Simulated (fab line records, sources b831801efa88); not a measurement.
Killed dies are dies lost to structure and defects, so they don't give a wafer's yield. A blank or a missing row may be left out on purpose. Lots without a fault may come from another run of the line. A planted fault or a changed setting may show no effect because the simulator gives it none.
A struck lot beside a sound one | flow sky130 | 35 steps out of a route of 708
Sound: wafers L659.3, L659.4, L659.5. Struck: wafer L675.5. (L675.3 of the same lot was not struck and is left out.) The cause comes at the end.
At each step with rows: each side's tool, then ch and its chambers, then its first start. Under that, the readings that differ: sound wafers | struck wafers | difference of the means | sigmas: that difference in standard deviations of wafers without a fault.
alike: readings whose means differ by less than 2 such deviations, and words and numbers that are the same on both sides. not compared: withheld readings, readings that some wafer has no value for, bounds like >300 that may hide the same value, and numbers for which the record gives no deviation and whose values overlap.
The two part at a step that has a row with sigmas, a row that says differs or no value, or rows on one side only. Numbers that don't overlap but have no deviation are shown without sigmas and don't part them. A reading that every wafer of one side lacks parts them only if that side has two wafers or more.

SKY_LOCAL_INTERCONNECT_RS_MEAS_01: measures by four-point-probe.
  sound on film_metro-03, day 30 07:01; struck on film_metro-01, day 36 23:54
  alike: LOCAL_INTERCONNECT_TIN_RS
SKY_LOCAL_INTERCONNECT_THK_MEAS_02: measures by xrf.
  sound on film_metro-03, day 30 07:07; struck on film_metro-01, day 37 00:00
  alike: LOCAL_INTERCONNECT_TIN_THK
then, 8 steps without rows for these wafers: SKY_LOCAL_INTERCONNECT_DEHYDRATE_03 (time 60 s); SKY_LOCAL_INTERCONNECT_HMDS_04 (prime time 60 s); SKY_LOCAL_INTERCONNECT_COAT_05 (resist thk 60 nm); SKY_LOCAL_INTERCONNECT_COAT_06 (resist thk 450 nm); SKY_LOCAL_INTERCONNECT_SOFTBAKE_07 (time 90 s); SKY_LOCAL_INTERCONNECT_EXPOSE_08 (exposes mask LI1M, target cd 170 nm); SKY_LOCAL_INTERCONNECT_PEB_09; SKY_LOCAL_INTERCONNECT_DEVELOP_10 (develop time 60 s).
SKY_LOCAL_INTERCONNECT_CD_MEAS_11: target cd 170 nm.
  sound on cd_sem-01, day 31 10:28; struck on cd_sem-02, day 38 02:22
  alike: cd_nm
SKY_LOCAL_INTERCONNECT_OVL_MEAS_12:
  sound on overlay-01, day 31 10:34; struck on overlay-01, day 38 02:28
  alike: LOCAL_INTERCONNECT_OVL
SKY_LOCAL_INTERCONNECT_ETCH_13: etches BARC in N2/H2, stops on SiO2, time 45.9 s, target depth 60 nm.
  sound on rie_metal-03 ch 0,1, day 31 10:37; struck on rie_metal-01 ch 1, day 38 02:31
  reading                                                   | sound             | struck | difference | sigmas
  oes_product_au (a.u.)                                     | 0.855 0.855 0.847 | 0.799  | -0.053     | -11
  model.KrF-thick_of_LOCAL_INTERCONNECT_COAT_06.thk_nm (nm) | 394.3 393.2 393   | 405.1  | +11.6      |
  model.etch.depth_nm (nm)                                  | 60.28 60.32 60.17 | 53.24  | -7.02      |
  alike: drypump_motor_current_A, throttle_valve_pct
  not compared: rf_hours_counter_h
SKY_LOCAL_INTERCONNECT_METAL_ETCH_14: etches TiN in Cl2/BCl3, stops on PSG, target depth 110 nm, time 31.4 s.
  sound on rie_metal-03 ch 0,1, day 31 10:40; struck on rie_metal-01 ch 1, day 38 02:34
  reading                                                   | sound                | struck | difference | sigmas
  oes_product_au (a.u.)                                     | 0.946 0.941 0.957    | 0.373  | -0.575     | -65
  throttle_valve_pct (%)                                    | 21.894 21.895 21.894 | 22.273 | +0.379     | +39
  model.KrF-thick_of_LOCAL_INTERCONNECT_COAT_06.thk_nm (nm) | 351.3 349.1 348.8    | 361.2  | +11.5      |
  alike: drypump_motor_current_A
  not compared: rf_hours_counter_h
SKY_LOCAL_INTERCONNECT_STRIP_15: strips in O2/N2.
  sound on plasma_asher-02 ch 0,1, day 31 10:44; struck on plasma_asher-04 ch 0, day 38 02:38
  reading                      | sound             | struck | difference | sigmas
  strip_time_to_endpoint_s (s) | 4.750 4.749 4.729 | 4.860  | +0.117     | +6
  alike: drypump_motor_current_A, oes_product_au
  not compared: rf_hours_counter_h
then, 3 steps without rows for these wafers: SKY_LOCAL_INTERCONNECT_STRIP_16 (strips in post etch residue remover, time 1200 s); SKY_LOCAL_INTERCONNECT_CLEAN_17 (cleans in IPA, time 180 s); SKY_LOCAL_INTERCONNECT_CLEAN_18 (cleans in O3/DIW).
SKY_CONTACT_CVD_00: deposits Si3N4, target thk 75 nm.
  sound on pecvd-03 ch 0,1,2, day 31 11:20; struck on pecvd-04 ch 0, day 38 03:12
  alike: heater_power_w
SKY_CONTACT_THK_MEAS_01:
  sound on film_metro-04, day 31 11:23; struck on film_metro-04, day 38 03:15
  alike: CONTACT_CVD_00_THK
then, 1 step without rows for these wafers: SKY_CONTACT_HDPCVD_02 (deposits SiO2, target thk 565 nm, time 94.2 s).
SKY_CONTACT_THK_MEAS_03:
  sound on film_metro-03, day 31 11:31; struck on film_metro-03, day 38 03:23
  alike: CONTACT_HDPCVD_THK
SKY_CONTACT_CMP_04: polishes SiO2.
  sound on cmp-01 ch 0,1, day 31 11:33; struck on cmp-02 ch 3, day 38 03:25
  alike: motor_current_A, time_to_endpoint_s
SKY_CONTACT_BOW_MEAS_05:
  sound on film_metro-04, day 31 11:53; struck on film_metro-02, day 38 03:46
  alike: CONTACT_BOW
then, 8 steps without rows for these wafers: SKY_CONTACT_DEHYDRATE_06 (time 60 s); SKY_CONTACT_HMDS_07 (prime time 60 s); SKY_CONTACT_COAT_08 (resist thk 60 nm); SKY_CONTACT_COAT_09 (resist thk 450 nm); SKY_CONTACT_SOFTBAKE_10 (time 90 s); SKY_CONTACT_EXPOSE_11 (exposes mask CTM1, target cd 170 nm); SKY_CONTACT_PEB_12; SKY_CONTACT_DEVELOP_13 (develop time 60 s).
SKY_CONTACT_CD_MEAS_14: target cd 170 nm.
  sound on cd_sem-01, day 32 14:58; struck on cd_sem-01, day 39 05:10
  not compared: cd_nm
SKY_CONTACT_OVL_MEAS_15:
  sound on overlay-02, day 32 15:04; struck on overlay-01, day 39 05:16
  not compared: CONTACT_OVL
SKY_CONTACT_ETCH_16: etches BARC in N2/H2, stops on SiO2, time 45.9 s, target depth 60 nm.
  sound on rie_diel-01 ch 0,1,2, day 32 15:05; struck on rie_diel-01 ch 2, day 39 05:17
  alike: drypump_motor_current_A, oes_product_au, throttle_valve_pct
  not compared: rf_hours_counter_h

WHERE THEY PART
First at SKY_LOCAL_INTERCONNECT_ETCH_13; last, within this record, at SKY_LOCAL_INTERCONNECT_STRIP_15. Later steps at which nothing parts them and some readings are alike: SKY_CONTACT_CVD_00, SKY_CONTACT_THK_MEAS_01, SKY_CONTACT_THK_MEAS_03, SKY_CONTACT_CMP_04, SKY_CONTACT_BOW_MEAS_05, SKY_CONTACT_ETCH_16.

WHY: what the simulator had put in
Process parameter drift: rie_metal-01, from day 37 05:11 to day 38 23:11, at SKY_LOCAL_INTERCONNECT_ETCH_13. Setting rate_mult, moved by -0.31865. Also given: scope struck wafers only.
